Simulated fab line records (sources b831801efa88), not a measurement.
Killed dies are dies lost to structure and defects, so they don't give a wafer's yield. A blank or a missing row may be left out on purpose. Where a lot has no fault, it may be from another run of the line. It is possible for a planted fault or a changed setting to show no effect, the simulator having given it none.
A single fault, viewed from 2 desks / flow sky130 / numbers are kept per desk, each desk with only its own; the story behind them comes last

## TOOL OWNER'S DESK, implanter-02
For each lot that ran on this tool, the mean over its sampled wafers that have a number, from the tool's own readings at SKY_NWELL_IMPLANT_11. Any lot whose mean is over 4 standard deviations away from the usual mean is out of limits and marked OUT; that distance is given in the brackets.
Columns: A = beam_energy_keV at SKY_NWELL_IMPLANT_11, usual 399.99
lot=L353; first seen here=day 4 15:19; A=399.98
lot=L366; first seen here=day 7 17:43; A=399.90
lot=L367; first seen here=day 7 22:29; A=457.11 (+99 or more) OUT
lot=L371; first seen here=day 9 00:07; A=457.18 (+99 or more) OUT
lot=L372; first seen here=day 9 12:25; A=457.15 (+99 or more) OUT
Finding of this desk: L367, L371, L372 out of limits; the first was L367 at day 7 22:29, on beam_energy_keV at SKY_NWELL_IMPLANT_11. In limits: L353, L366.

## FROM THE METROLOGY DESK
Lot by lot, what the gauges showed, no matter which tool ran the lot: averages of those sampled wafers that carry a number. Any lot whose mean is over 4 standard deviations away from the usual mean is out of limits and marked OUT; that distance is given in the brackets.
Columns: A = NWELL_01_OVL at SKY_NWELL_OVL_MEAS_23, usual 0.2 nm; B = NWELL_RS at SKY_NWELL_RS_MEAS_29, usual 624.4 ohm/sq; C = VT_ADJUST_LVTN_01_OVL at SKY_VT_ADJUST_LVTN_OVL_MEAS_18, usual 0.2 nm
lot=L353; first seen here=day 5 09:17; A=-0.2; B=623.5; C=-0.5
lot=L356; first seen here=day 6 06:52; A=1.7; B=627.8; C=1.3
lot=L359; first seen here=day 6 20:50; A=0.1; B=625.0; C=0.1
lot=L361; first seen here=day 7 12:56; A=0.9; B=622.9; C=1.4
lot=L362; first seen here=day 7 20:50; A=-0.6; B=626.4; C=-1.3
lot=L365; first seen here=day 8 10:23; A=1.1; B=624.2; C=0.6
lot=L366; first seen here=day 8 14:41; A=-0.8; B=624.5; C=1.5
lot=L367; first seen here=day 8 19:53; A=0.3; B=604.6 (-13) OUT; C=0.2
lot=L369; first seen here=day 9 10:09; A=0.8; B=625.9; C=1.6
lot=L370; first seen here=day 9 14:53; A=0.2; B=623.7; C=-1.3
lot=L371; first seen here=day 9 20:50; A=1.2; B=605.2 (-13) OUT; C=0.3
lot=L372; first seen here=day 10 09:48; A=-0.4; B=606.3 (-12) OUT; C=1.5
lot=L376; first seen here=day 11 01:32; A=-1.0; B=623.2; C=0.1
Finding of this desk: L367, L371, L372 out of limits, first seen on L367 at day 8 20:24 (NWELL_RS at SKY_NWELL_RS_MEAS_29). In limits: L353, L356, L359, L361, L362, L365, L366, L369, L370, L376.

## BROUGHT TOGETHER
An alarm could have come from the tool owner's desk at day 7 22:29, on L367, L371, L372.
At day 8 20:24 the metrology desk could have sounded an alarm, on L367, L371, L372.
The lots listed all ran SKY_NWELL_IMPLANT_11 on implanter-02.

## WHAT HAD BEEN PUT IN BY THE SIMULATOR
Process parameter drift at SKY_NWELL_IMPLANT_11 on implanter-02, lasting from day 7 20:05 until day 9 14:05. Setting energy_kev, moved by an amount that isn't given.
Struck lots among those shown: L367, L371, L372.
Delay (hours) between the fault's onset and each desk's first out-of-limits reading: 2 at the tool owner's desk, 24 at the metrology desk.
